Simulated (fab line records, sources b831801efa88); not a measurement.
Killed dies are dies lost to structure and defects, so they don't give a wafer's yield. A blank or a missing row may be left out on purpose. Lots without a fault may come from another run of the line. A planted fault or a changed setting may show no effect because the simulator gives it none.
One fault seen from 2 desks | flow gf180mcu | each desk has only its own numbers; what lay behind them comes last

THE METROLOGY DESK
What the gauges read, lot by lot, whatever tool the lot ran on: means of the sampled wafers that have a number. A lot is out of limits, marked OUT, if its mean lies more than 4 standard deviations from the usual mean; the brackets give that distance.
Columns: A = MVPSD_TW at GF_MVPSD_TW_MEAS_11, usual 550; B = VT_IMPLANT_01_OVL at GF_VT_IMPLANT_OVL_MEAS_18, usual 0.1 nm; C = MVPSD_RS at GF_VT_IMPLANT_RS_MEAS_49, usual 1168 ohm/sq
lot  | first seen here | A              | B    | C
L191 | day 5 00:26     | 548            | 1.9  | 1167
L194 | day 5 16:28     | 545            | -0.8 | 1169
L195 | day 6 02:26     | 548            | -0.4 | 1167
L196 | day 6 05:25     | 557            | -0.3 | 1170
L199 | day 7 03:50     | 547            | -0.6 | 1168
L203 | day 8 02:11     | 551            | -0.1 | 1166
L205 | day 8 11:55     | 545            | -0.6 | 1172
L206 | day 8 18:11     | 582 (+5.6) OUT | 1.4  | 1089 (-25) OUT
L208 | day 9 06:32     | 545            | 0.9  | 1166
L210 | day 9 19:31     | 577 (+4.8) OUT | 1.5  | 1092 (-25) OUT
L211 | day 10 02:52    | 549            | 0.6  | 1168
This desk's finding: out of limits on L206, L210; first on L206, day 8 18:11 (MVPSD_TW at GF_MVPSD_TW_MEAS_11). In limits: L191, L194, L195, L196, L199, L203, L205, L208, L211.

THE TOOL OWNER'S DESK: implanter-02
The tool's own readings at GF_MVPSD_IMPLANT_08: means of the sampled wafers that have a number, for each lot that ran on this tool. A lot is out of limits, marked OUT, if its mean lies more than 4 standard deviations from the usual mean; the brackets give that distance.
Columns: A = dose_ions_cm2 at GF_MVPSD_IMPLANT_08, usual 1.4997e+13; B = faraday_current_uA at GF_MVPSD_IMPLANT_08, usual 84.6
lot  | first seen here | A                            | B
L191 | day 5 00:02     | 1.5004e+13                   | 85.9
L194 | day 5 16:02     | 1.5022e+13                   | 83.9
L196 | day 6 05:01     | 1.5015e+13                   | 84.3
L203 | day 8 01:47     | 1.4964e+13                   | 84.8
L206 | day 8 17:47     | 1.7185e+13 (+99 or more) OUT | 96.5 (+7.4) OUT
L210 | day 9 19:07     | 1.7177e+13 (+99 or more) OUT | 96.9 (+7.7) OUT
This desk's finding: out of limits on L206, L210; first on L206, day 8 17:47 (dose_ions_cm2 at GF_MVPSD_IMPLANT_08). In limits: L191, L194, L196, L203.

PUT TOGETHER
The tool owner's desk could have raised an alarm at day 8 17:47, on L206, L210.
The metrology desk could have raised an alarm at day 8 18:11, on L206, L210.
Of the lots named, all ran GF_MVPSD_IMPLANT_08 on implanter-02.

WHAT THE SIMULATOR HAD PUT IN
Process parameter drift: implanter-02, from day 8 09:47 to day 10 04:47, at GF_MVPSD_IMPLANT_08. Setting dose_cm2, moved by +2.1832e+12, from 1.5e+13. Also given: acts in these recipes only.
Lots struck among those shown: L206, L210.
Hours from the fault's start to each desk's first reading out of limits: the tool owner's desk, 8; the metrology desk, 8.
